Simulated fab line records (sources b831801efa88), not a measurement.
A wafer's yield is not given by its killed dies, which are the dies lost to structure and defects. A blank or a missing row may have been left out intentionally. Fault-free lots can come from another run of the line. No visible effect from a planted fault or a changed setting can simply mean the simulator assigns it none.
fab line records | flow sky130
[record] lots = 6 wafers = 18 lastDay = 50
route steps=708 shown METAL3@561 VIA3@573 PAD_OPEN@708
lots with no fault: from the same line, run without faults
startH: the number of hours between the record's first day and the start of the first shown wafer of the lot | waitH: how many hours have passed since the lot's step before this one | " identical to the entry in the row above | L1.1+2: a single row standing in for several wafers | - either no value or no given start | * or withheld: withheld | < > ~ a bound
route shown NAME@n: a module of which the file shows steps, and the number in the route of the first | usual: mean and standard deviation over wafers with no fault | same: alike in all rows | chamber/n: place in a boat | sites: readings site by site | _std_site: standard deviation of those values | _edge_site: outer sites' mean less inner sites' | radiusMm: for every site, how far away it sits from the centre of the wafer | mask NAME#n: copy n | behind: tool/chamber where the wafer was last shaped | hold: why the lot was held/for how many hours/how that ended | device: names the non-switching transistor (n, p or np) | end of line: the tests these same wafers got at the end of their route | a step with no rows: only its recipe | killed: dies that structure and defects cost at the first sort, which is not the same as the wafer's yield | map: a wafer's dies, marking killed ones x, the rest . and places with no die _
set.NAME: the setting the step ran with; set.NAME@STEP: the setting that earlier step ran with | model.NAME: the simulator's own value behind a step, which no gauge read
lots at selected steps of the route; one table per step, one row per wafer
services: a tool's chamber out of use, with start hour (startH, from the record's first day; less than 0 if before it), hours out, and reason
[[steps]]
[step SKY_METAL3_PEB_11]
[recipe] pebTempC = withheld pebTimeS = withheld resist = KrF-thick
[step SKY_METAL3_DEVELOP_12]
[recipe] developTimeS = 60 resist = KrF-thick devTempC = 21
[step SKY_METAL3_CD_MEAS_13]
[recipe] targetCdNm = 300
[usual] cdNm = 300.2/1.3
// columns lot.wafer tool chamber startH waitH cdNm
L692.2 cdSem-01 - 918.59 - 300.1
L692.5 " - " " 299.1
L692.6 " - " " 301.5
L696.1 cdSem-02 - 946.81 - 301.3
L696.2 " - " " 302.0
L696.3 " - " " 303.1
L704.1 cdSem-02 - 1002.56 - 297.6
L704.2 " - " " 296.5
L704.3 " - " " 298.7
L705.1 cdSem-01 - 1008.56 - 301.5
L705.4 " - " " 301.4
L705.5 " - " " 301.5
L706.3 cdSem-02 - 1014.26 - 299.8
L706.5 " - " " 297.8
L706.6 " - " " 299.6
L712.1 cdSem-02 - 1047.92 - 300.2
L712.5 " - " " 300.1
L712.6 " - " " 301.4
[step SKY_METAL3_OVL_MEAS_14]
[usual] METAL3_OVL = 3/5.2
// columns lot.wafer tool chamber startH waitH METAL3_OVL[nm]
L692.2 overlay-01 - 918.70 0.1 -2
L692.5 " - " " 2
L692.6 " - " " 1
L696.1 overlay-01 - 946.93 0.1 3
L696.2 " - " " -2
L696.3 " - " " 1
L704.1 overlay-02 - 1002.68 0.1 2
L704.2 " - " " 5
L704.3 " - " " 5
L705.1 overlay-01 - 1008.68 0.1 -2
L705.4 " - " " -6
L705.5 " - " " 2
L706.3 overlay-01 - 1014.35 0.1 -6
L706.5 " - " " -2
L706.6 " - " " -3
L712.1 overlay-02 - 1048.04 0.1 20
L712.5 " - " " 16
L712.6 " - " " 3
[step SKY_METAL3_DESCUM_15]
[recipe] chemistry = O2 sourcePowerW = 150 biasPowerW = 0 pressureMtorr = 10 tempC = 40 timeS = 8
[usual] drypumpMotorCurrentA = 5.8/0.47 heBacksideLeakSccm = 3.41/0.16 oesProductAu = 1.000/0.0083
// columns lot.wafer tool chamber startH waitH drypumpMotorCurrentA heBacksideLeakSccm oesProductAu rfHoursCounterH
L692.2 rieMetal-04 0 918.73 0.0 6.3 3.09 0.992 15
L692.5 " 1 " " 5.5 3.69 1.010 -
L692.6 " 0 " " 6.4 3.23 0.998 -
L696.1 rieMetal-04 1 946.97 0.0 5.5 3.63 1.004 3
L696.2 " 0 " " 6.3 3.24 0.997 17
L696.3 " 0 " " 6.4 3.27 1.000 -
L704.1 rieMetal-01 1 1002.72 0.0 5.1 3.38 1.004 14
L704.2 " 1 " " 5.1 3.42 0.999 -
L704.3 " 1 " " 5.1 3.23 1.002 -
L705.1 rieMetal-02 0 1008.72 0.0 5.8 3.48 1.006 21
L705.4 " 0 " " 5.8 3.53 1.003 -
L705.5 " 0 " " 5.8 3.35 1.008 -
L706.3 rieMetal-01 1 1014.40 0.0 5.1 3.35 0.989 -
L706.5 " 1 " " 5.1 3.35 0.987 -
L706.6 " 1 " " 5.1 3.47 0.998 -
L712.1 rieMetal-02 1 1048.08 0.0 6.2 3.56 1.001 17
L712.5 " 0 " " 5.8 3.50 1.002 -
L712.6 " 1 " " 6.2 3.61 0.993 -
[step SKY_METAL3_ETCH_16]
[recipe] chemistry = N2/H2 target = BARC ionEnergyEv = 200 biasW = 100 pressureMtorr = 30 n2FlowSccm = 100 h2FlowSccm = 200 icpW = 500 stopOn = SiO2 timeS = 88.2 targetDepthA = 600
[usual] drypumpMotorCurrentA = 5.8/0.48 heBacksideLeakSccm = 3.40/0.16 oesProductAu = 0.625/0.0046 throttleValvePct = 13.205/0.0093
// columns lot.wafer tool chamber startH waitH drypumpMotorCurrentA heBacksideLeakSccm oesProductAu rfHoursCounterH throttleValvePct
L692.2 rieMetal-04 0 918.76 0.0 6.4 3.25 0.626 15 13.205
L692.5 " 1 " " 5.5 3.55 0.634 - 13.209
L692.6 " 0 " " 6.4 3.20 0.635 - 13.208
L696.1 rieMetal-04 1 947.00 0.0 5.5 3.60 0.625 3 13.198
L696.2 " 0 " " 6.4 3.29 0.626 17 13.190
L696.3 " 0 " " 6.4 3.26 0.626 - 13.194
L704.1 rieMetal-01 1 1002.78 0.1 5.1 3.18 0.631 14 13.218
L704.2 " 1 " " 5.1 3.24 0.624 - 13.196
L704.3 " 1 " " 5.1 3.28 0.626 - 13.206
L705.1 rieMetal-02 0 1008.75 0.0 5.7 3.46 0.624 21 13.215
L705.4 " 0 " " 5.8 3.37 0.629 - 13.205
L705.5 " 0 " " 5.8 3.45 0.623 - 13.212
L706.3 rieMetal-01 1 1014.51 0.1 5.1 3.44 0.620 - 13.219
L706.5 " 1 " " 5.1 3.54 0.618 - 13.191
L706.6 " 1 " " 5.1 3.64 0.628 - 13.208
L712.1 rieMetal-02 1 1048.11 0.0 6.3 3.57 0.617 17 13.208
L712.5 " 0 " " 5.8 3.53 0.630 - 13.191
L712.6 " 1 " " 6.3 3.55 0.627 - 13.201
[step SKY_METAL3_ETCH_17]
[recipe] target = SiO2 stopOn = TiN chemistry = C4F8/O2/Ar sourceW = 1500 biasW = 1200 pressureMtorr = 40 c4f8FlowSccm = withheld O2_flow_sccm = 6 Ar_flow_sccm = 300 timeS = 3.9 targetDepthA = 150
[usual] oesProductAu = 0.754/0.0064
// columns lot.wafer tool chamber startH waitH oesProductAu
L692.2 rieDiel-02 1 918.86 0.1 0.751
L692.5 " 1 " " 0.759
L692.6 " 2 " " 0.750
L696.1 rieDiel-01 1 947.10 0.1 0.757
L696.2 " 2 " " 0.755
L696.3 " 0 " " 0.761
L704.1 rieDiel-01 0 1002.98 0.2 0.746
L704.2 " 2 " " 0.757
L704.3 " 3 " " 0.752
L705.1 rieDiel-01 0 1008.85 0.1 0.749
L705.4 " 1 " " 0.751
L705.5 " 2 " " 0.754
L706.3 rieDiel-01 2 1014.64 0.1 0.751
L706.5 " 2 " " 0.769
L706.6 " 1 " " 0.759
L712.1 rieDiel-04 0 1048.21 0.1 0.750
L712.5 " 0 " " 0.754
L712.6 " 1 " " 0.765
[step SKY_METAL3_METAL_ETCH_18]
[recipe] targetDepthA = 8450 stopOn = SiO2 overEtchFrac = 0.3 timeS = 183.1 chemistry = Cl2/BCl3 resistSidewallDeg = 88 pressureMtorr = 10 icpW = 900 biasW = 48.5 Cl2_flow_sccm = 60 bcl3FlowSccm = 30
[usual] drypumpMotorCurrentA = 5.9/0.45 heBacksideLeakSccm = 3.40/0.17 oesProductAu = 0.866/0.0065 throttleValvePct = 22.265/0.009
// columns lot.wafer tool chamber startH waitH drypumpMotorCurrentA heBacksideLeakSccm oesProductAu rfHoursCounterH throttleValvePct
L692.2 rieMetal-02 1 918.88 0.0 6.2 3.61 0.872 10 22.257
L692.5 " 0 " " 5.8 3.38 0.865 - 22.271
L692.6 " 1 " " 6.3 3.37 0.870 - 22.265
L696.1 rieMetal-02 1 947.12 0.0 6.2 3.43 0.873 12 22.270
L696.2 " 0 " " 5.8 3.38 0.869 17 22.264
L696.3 " 0 " " 5.8 3.35 0.867 - 22.259
L704.1 rieMetal-04 1 1003.00 0.0 5.5 3.61 0.864 6 22.263
L704.2 " 0 " " 6.4 3.23 0.866 20 22.254
L704.3 " 0 " " 6.3 2.92 0.867 - 22.251
L705.1 rieMetal-01 1 1008.87 0.0 5.1 3.59 0.845 14 22.272
L705.4 " 1 " " 5.1 3.41 0.852 - 22.258
L705.5 " 1 " " 5.1 3.39 0.865 - 22.263
L706.3 rieMetal-04 1 1014.77 0.1 5.5 3.49 0.858 - 22.272
L706.5 " 1 " " 5.5 3.48 0.863 - 22.239
L706.6 " 1 " " 5.5 3.58 0.863 - 22.271
L712.1 rieMetal-04 1 1048.23 0.0 5.5 3.58 0.867 9 22.263
L712.5 " 0 " " 6.4 3.15 0.864 - 22.257
L712.6 " 1 " " 5.5 3.48 0.869 - 22.270
[step SKY_METAL3_STRIP_19]
[recipe] chemistry = O2/N2 powerW = 1400 pressureMtorr = 1500 platenTempC = withheld o2FlowSccm = 3000 n2FlowSccm = 300 overashFraction = 0.5
[step SKY_METAL3_STRIP_20]
[recipe] chemistry = postEtchResidueRemover timeS = 1200 tempC = 72.5
[step SKY_METAL3_CLEAN_21]
[recipe] chemistry = IPA timeS = 180 tempC = 25
[step SKY_METAL3_CLEAN_22]
[recipe] chemistry = O3/DIW dry = n2Spin
[step SKY_VIA3_HDPCVD_00]
[recipe] material = SiO2 targetThkNm = 1635 sigmaOpenFrac = 0.3 timeS = 272.5 tempC = 400 sih4FlowSccm = 60 pressureMtorr = 6
[usual] runLengthS = 300.4/0.63
// columns lot.wafer tool chamber startH waitH runLengthS model.SiO2_of_VIA3_HDPCVD_00.thkNm
L692.2 hdpcvd-01 1 919.65 0.0 299.2 1622
L692.5 " 2 " " 300.8 1644
L692.6 " 0 " " 299.9 1656
L696.1 hdpcvd-02 2 947.89 0.0 301.2 1655
L696.2 " 0 " " 300.8 1630
L696.3 " 1 " " 300.2 1640
L704.1 hdpcvd-01 0 1003.79 0.0 300.2 1624
L704.2 " 2 " " 300.8 1619
L704.3 " 1 " " 299.3 1618
L705.1 hdpcvd-02 0 1009.82 0.0 147.6 718.1
L705.4 " 1 " " 300.0 1623
L705.5 " 2 " " 301.0 1629
L706.3 hdpcvd-02 1 1015.69 0.0 299.8 1674
L706.5 " 2 " " 300.8 1635
L706.6 " 1 " " 147.3 727
L712.1 hdpcvd-01 0 1049.03 0.0 300.0 1591
L712.5 " 0 " " 300.3 1616
L712.6 " 2 " " 300.9 1578
[step SKY_VIA3_THK_MEAS_01]
[recipe] reads = SiO2_of_VIA3_HDPCVD_00
[usual] VIA3_HDPCVD_THK = 1634/17
// columns lot.wafer tool chamber startH waitH hold VIA3_HDPCVD_THK[nm]
L692.2 filmMetro-03 - 919.83 0.1 - 1622
L692.5 " - " " - 1643
L692.6 " - " " - 1657
L696.1 filmMetro-01 - 948.06 0.1 - 1653
L696.2 " - " " - 1630
L696.3 " - " " - 1639
L704.1 filmMetro-03 - 1004.00 0.1 - 1623
L704.2 " - " " - 1618
L704.3 " - " " - 1617
L705.1 filmMetro-03 - 1009.98 0.1 awaitDispo/0.2h/release 718
L705.4 " - " " awaitDispo/0.2h/release 1623
L705.5 " - " " awaitDispo/0.2h/release 1627
L705.1 filmMetro-03 - 1010.21 0.2 - 718
L705.4 " - " " - 1622
L705.5 " - " " - 1629
L706.3 filmMetro-03 - 1015.88 0.1 awaitDispo/0.2h/release 1675
L706.5 " - " " awaitDispo/0.2h/release 1635
L706.6 " - " " awaitDispo/0.2h/release 726
L706.3 filmMetro-03 - 1016.11 0.2 - 1674
L706.5 " - " " - 1634
L706.6 " - " " - 727
L712.1 filmMetro-03 - 1049.20 0.1 - 1590
L712.5 " - " " - 1616
L712.6 " - " " - 1576
[step SKY_VIA3_CMP_02]
[recipe] material = SiO2 downForcePsi = 4 platenRpm = 60 padVelocityMS = 0.94248
[usual] edgeZonePressureFrac = 1.000/0.0051 motorCurrentA = 12.3/1.2
// columns lot.wafer tool chamber startH waitH hold edgeZonePressureFrac motorCurrentA
L692.2 cmp-01 1 920.03 0.2 - 1.008 12.1
L692.6 " 2 " " - 1.000 10.2
L692.5 " 3 " " - 1.004 12.7
L696.2 cmp-01 0 948.12 0.0 - 1.006 11.2
L696.3 " 2 " " - 1.004 10.0
L696.1 " 3 " " - 0.994 12.9
L704.2 cmp-02 1 1004.06 0.0 - 1.000 14.7
L704.3 " 2 " " - 1.001 12.5
L704.1 " 3 " " - 1.001 11.7
L705.4 cmp-01 1 1012.44 2.2 awaitDispo/1.8h/release 0.985 12.0
L705.1 " 3 " " awaitDispo/1.8h/release 1.002 13.1
L705.5 " 2 " " awaitDispo/1.8h/release 1.005 10.5
L706.3 cmp-02 3 1020.09 4.0 awaitDispo/3.8h/release 1.002 11.6
L706.5 " 1 " " awaitDispo/3.8h/release 0.996 14.2
L706.6 " 2 " " awaitDispo/3.8h/release 0.996 12.2
L712.1 cmp-02 0 1049.41 0.2 - 0.995 13.5
L712.6 " 1 " " - 0.992 14.0
L712.5 " 2 " " - 1.000 12.0
[step SKY_PAD_OPEN_PROBE_99]
[usual] defectLimitedYield = 82.4/2 killed_at_M0_to_M3 = 44/6.8 killed_at_M4_up = 3.4/2 killedAtContacts = 24/5.2 killedAtFrontEnd = 15/5.2 killedAtOther = 0.2/0.46 killedDies = 87/9.8 killedOpen = 47/7.5 killedShort = 39/6.8
[same] grossDies = 492 killedAtBackSide = 0
// columns lot.wafer tool chamber startH waitH defectLimitedYield[%] killed_at_M0_to_M3 killed_at_M4_up killedAtContacts killedAtFrontEnd killedAtOther killedDies killedOpen killedShort model.etest.tester.sortNPass model.etest.tester.sortYieldPct model.etest.tester.sort_bin_3_pct model.etest.met4Comb.leakLog10AUm model.etest.tester.sort_bin_8_pct model.etest.tester.sort_bin_4_pct
L692.2 prober-02 - 1089.39 0.1 83.9 38 4 21 15 1 79 45 34 413 83.94 1.423 -11.94 0 0
L692.5 prober-02 - 1089.54 0.2 80.9 41 1 35 17 0 94 49 45 398 80.89 0.4065 -12.16 0 0
L692.6 prober-02 - 1089.59 0.2 83.3 48 2 18 14 0 82 48 34 410 83.33 0.6098 -11.96 0 0
L696.1 prober-02 - 1113.34 0.1 84.1 40 4 22 12 0 78 48 30 414 84.15 0.813 -11.96 0 0
L696.2 prober-02 - 1113.39 0.1 86.2 31 8 22 7 0 68 32 36 424 86.18 0.813 -11.94 0 0
L696.3 prober-02 - 1113.44 0.2 83.3 42 5 21 14 0 82 40 42 410 83.33 0.813 -11.97 0 0
L704.1 prober-02 - 1158.10 0.1 82.9 53 3 18 10 0 84 50 34 408 82.93 0.4065 -11.88 0 0
L704.2 prober-02 - 1158.15 0.1 80.5 49 2 22 23 0 96 47 49 396 80.49 0.6098 -12.06 0 0
L704.3 prober-02 - 1158.20 0.2 77.6 56 1 24 29 0 110 58 52 382 77.64 1.016 -11.84 0 0
L705.1 prober-01 - 1162.79 0.1 83.1 38 2 30 13 0 83 34 49 213 43.29 41.26 -6.924 6.149e-05 5.406e-15
L705.4 prober-01 - 1162.94 0.2 86.6 27 2 28 9 0 66 39 27 426 86.59 0.813 -11.92 0 0
L705.5 prober-01 - 1162.99 0.2 82.5 39 4 29 14 0 86 47 39 406 82.52 0.4065 -11.88 0 0
L706.3 prober-02 - 1165.97 0.2 86.4 41 7 12 6 1 67 32 35 425 86.38 0.4065 -12.08 0 0
L706.5 prober-02 - 1166.07 0.2 83.5 45 2 24 10 0 81 41 40 411 83.54 0.813 -11.99 0 0
L706.6 prober-02 - 1166.12 0.2 85.8 43 2 18 7 0 70 33 37 219 44.51 42.48 -7.15 3.247e-05 0
L712.1 prober-02 - 1192.20 0.1 82.9 45 2 18 19 0 84 56 28 408 82.93 1.016 -11.91 0 0
L712.5 prober-02 - 1192.40 0.2 82.5 55 4 21 6 0 86 47 39 406 82.52 1.22 -11.98 0 0
L712.6 prober-02 - 1192.45 0.2 83.1 41 4 21 16 1 83 49 34 409 83.13 0.813 -11.87 0 0
// killed by level:class
L692.2 VIA1:geometricParticle:open=13 CONTACT:geometricParticle:open=9 FIELD_ISO:geometricParticle:open=5 LI_CONTACT:geometricParticle:open=4 CONTACT:geometricParticle:short=4 METAL2:geometricParticle:short=4 VIA2:geometricParticle:short=4 VIA3:geometricParticle:open=4
L692.5 LI_CONTACT:geometricParticle:open=12 VIA1:geometricParticle:open=10 CONTACT:geometricParticle:open=9 CONTACT:geometricParticle:short=6 METAL2:geometricParticle:short=6 VIA2:geometricParticle:open=6 FIELD_ISO:geometricParticle:short=5 POLY_GATE:geometricParticle:short=5
L692.6 VIA1:geometricParticle:open=19 VIA3:geometricParticle:open=9 CONTACT:geometricParticle:short=7 METAL1:geometricParticle:short=6 FIELD_ISO:geometricParticle:short=5 LI_CONTACT:geometricParticle:open=5 VIA2:geometricParticle:open=5 POLY_GATE:geometricParticle:open=3
L696.1 VIA3:geometricParticle:open=11 CONTACT:geometricParticle:open=10 FIELD_ISO:geometricParticle:open=6 VIA2:geometricParticle:open=6 LI_CONTACT:geometricParticle:open=5 CONTACT:geometricParticle:short=5 VIA1:geometricParticle:open=5 VIA3:geometricParticle:short=4
L696.2 VIA2:geometricParticle:open=9 CONTACT:geometricParticle:open=8 LI_CONTACT:geometricParticle:open=6 VIA1:geometricParticle:short=6 METAL2:geometricParticle:short=5 METAL1:geometricParticle:short=4 METAL4:geometricParticle:short=4 METAL4:geometricParticle:open=4
L696.3 METAL2:geometricParticle:short=11 CONTACT:geometricParticle:open=9 VIA1:geometricParticle:open=8 FIELD_ISO:geometricParticle:short=5 VIA3:geometricParticle:open=5 FIELD_ISO:geometricParticle:open=4 LI_CONTACT:geometricParticle:open=4 LOCAL_INTERCONNECT:geometricParticle:short=4
L704.1 VIA2:geometricParticle:open=12 VIA1:geometricParticle:open=10 CONTACT:geometricParticle:open=8 METAL1:geometricParticle:short=7 VIA1:geometricParticle:short=5 VIA3:geometricParticle:open=5 LI_CONTACT:geometricParticle:open=3 METAL2:geometricParticle:short=3
L704.2 VIA2:geometricParticle:open=9 CONTACT:geometricParticle:open=8 CONTACT:geometricParticle:short=8 VIA1:geometricParticle:open=8 POLY_GATE:geometricParticle:open=7 METAL1:geometricParticle:short=7 FIELD_ISO:geometricParticle:short=6 VIA3:geometricParticle:open=6
L704.3 VIA1:geometricParticle:open=13 METAL1:geometricParticle:short=10 METAL2:geometricParticle:short=9 FIELD_ISO:geometricParticle:short=8 POLY_GATE:geometricParticle:short=8 CONTACT:geometricParticle:open=8 VIA2:geometricParticle:open=8 FIELD_ISO:geometricParticle:open=6
L705.1 LI_CONTACT:geometricParticle:short=8 LOCAL_INTERCONNECT:geometricParticle:short=8 VIA1:geometricParticle:open=8 VIA1:geometricParticle:short=6 METAL2:geometricParticle:short=6 FIELD_ISO:geometricParticle:open=5 LI_CONTACT:geometricParticle:open=5 CONTACT:geometricParticle:open=5
L705.4 LI_CONTACT:geometricParticle:open=9 CONTACT:geometricParticle:open=8 VIA1:geometricParticle:open=8 CONTACT:geometricParticle:short=7 METAL1:geometricParticle:short=5 POLY_GATE:geometricParticle:open=4 VIA2:geometricParticle:open=4 METAL2:geometricParticle:short=3
L705.5 CONTACT:geometricParticle:open=14 VIA1:geometricParticle:open=11 VIA1:geometricParticle:short=7 LI_CONTACT:geometricParticle:open=6 VIA3:geometricParticle:open=5 CONTACT:geometricParticle:short=5 METAL3:geometricParticle:short=5 POLY_GATE:geometricParticle:short=3
L706.3 VIA1:geometricParticle:open=11 VIA1:geometricParticle:short=10 VIA3:geometricParticle:open=5 CONTACT:geometricParticle:short=4 LI_CONTACT:geometricParticle:open=4 METAL1:geometricParticle:short=4 VIA2:geometricParticle:open=4 METAL4:geometricParticle:short=4
L706.5 CONTACT:geometricParticle:open=12 VIA1:geometricParticle:short=9 VIA1:geometricParticle:open=8 METAL1:geometricParticle:short=7 METAL2:geometricParticle:short=6 VIA3:geometricParticle:open=6 FIELD_ISO:geometricParticle:short=3 LI_CONTACT:geometricParticle:open=3
L706.6 CONTACT:geometricParticle:open=9 VIA1:geometricParticle:short=8 VIA1:geometricParticle:open=8 METAL1:geometricParticle:short=7 VIA3:geometricParticle:open=5 VIA2:geometricParticle:short=4 METAL3:geometricParticle:short=4 LI_CONTACT:geometricParticle:open=3
L712.1 VIA1:geometricParticle:open=16 VIA2:geometricParticle:open=10 CONTACT:geometricParticle:open=6 LI_CONTACT:geometricParticle:open=5 FIELD_ISO:geometricParticle:short=4 FIELD_ISO:geometricParticle:open=4 CONTACT:geometricParticle:short=4 VIA3:geometricParticle:open=4
L712.5 VIA1:geometricParticle:open=16 VIA1:geometricParticle:short=8 LI_CONTACT:geometricParticle:open=7 VIA2:geometricParticle:open=6 CONTACT:geometricParticle:short=5 METAL2:geometricParticle:short=5 VIA3:geometricParticle:open=5 VIA3:geometricParticle:short=4
L712.6 VIA1:geometricParticle:open=17 CONTACT:geometricParticle:open=8 FIELD_ISO:geometricParticle:open=6 VIA2:geometricParticle:open=6 LI_CONTACT:geometricParticle:open=5 METAL1:geometricParticle:short=5 FIELD_ISO:geometricParticle:short=4 VIA3:geometricParticle:open=4
[[services]]
// columns tool chamber startH hours kind
rieMetal-02 1 901.18 13.8 repair
rieDiel-04 3 904.88 4.0 repair
cmp-01 - 911.56 3.7 repair
cmp-02 - 912.10 0.3 repair
cmp-01 - 915.25 4.0 pm
cmp-02 - 929.83 0.4 repair
rieDiel-01 3 938.13 12.2 repair
rieMetal-01 - 944.82 4.3 pm
hdpcvd-01 - 950.25 15.0 pm
rieDiel-04 0 953.94 7.1 repair
rieMetal-01 - 970.23 0.5 repair
rieDiel-04 1 971.05 7.3 repair
rieDiel-04 - 971.57 0.5 repair
rieDiel-04 0 982.91 3.1 repair
hdpcvd-01 1 987.14 2.8 repair
hdpcvd-01 - 1006.03 1.8 repair
rieMetal-02 - 1010.25 14.6 pm
hdpcvd-02 - 1012.26 0.8 repair
rieMetal-04 - 1013.40 0.1 repair
rieDiel-04 1 1016.73 2.1 repair
rieMetal-04 1 1019.89 15.9 repair
hdpcvd-02 - 1020.10 5.5 pm
cmp-01 - 1039.91 1.2 repair
rieDiel-01 1 1039.92 1.5 repair
[[key]]
[firstSign] step = SKY_VIA3_HDPCVD_00 reading = runLengthS direction = down sigmas = 99+ usual = * struck = *
[effect] step = SKY_VIA3_THK_MEAS_01 reading = visit direction = added
[effect] step = SKY_VIA3_THK_MEAS_01 reading = VIA3_HDPCVD_THK direction = down sigmas = 53 usual = 1634 struck = 722
[modelEffect] step = SKY_VIA3_HDPCVD_00 value = SiO2_of_VIA3_HDPCVD_00.thkNm without = 1639 struck = 722.5
[modelEffect] step = SKY_PAD_OPEN_PROBE_99 value = etest.tester.sortNPass without = 415.5 struck = 216
metAt SKY_VIA3_HDPCVD_00
struckWafers L705.1,L706.6
onsetBetween 947.89 1009.82
[fault] kind = processParameterDrift tool = hdpcvd-02 chamber = - onsetH = 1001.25 steps = SKY_VIA3_HDPCVD_00 channel = timeS offset = * shape = step endH = 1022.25 scope = struckWafersOnly actsIn = * stated = *
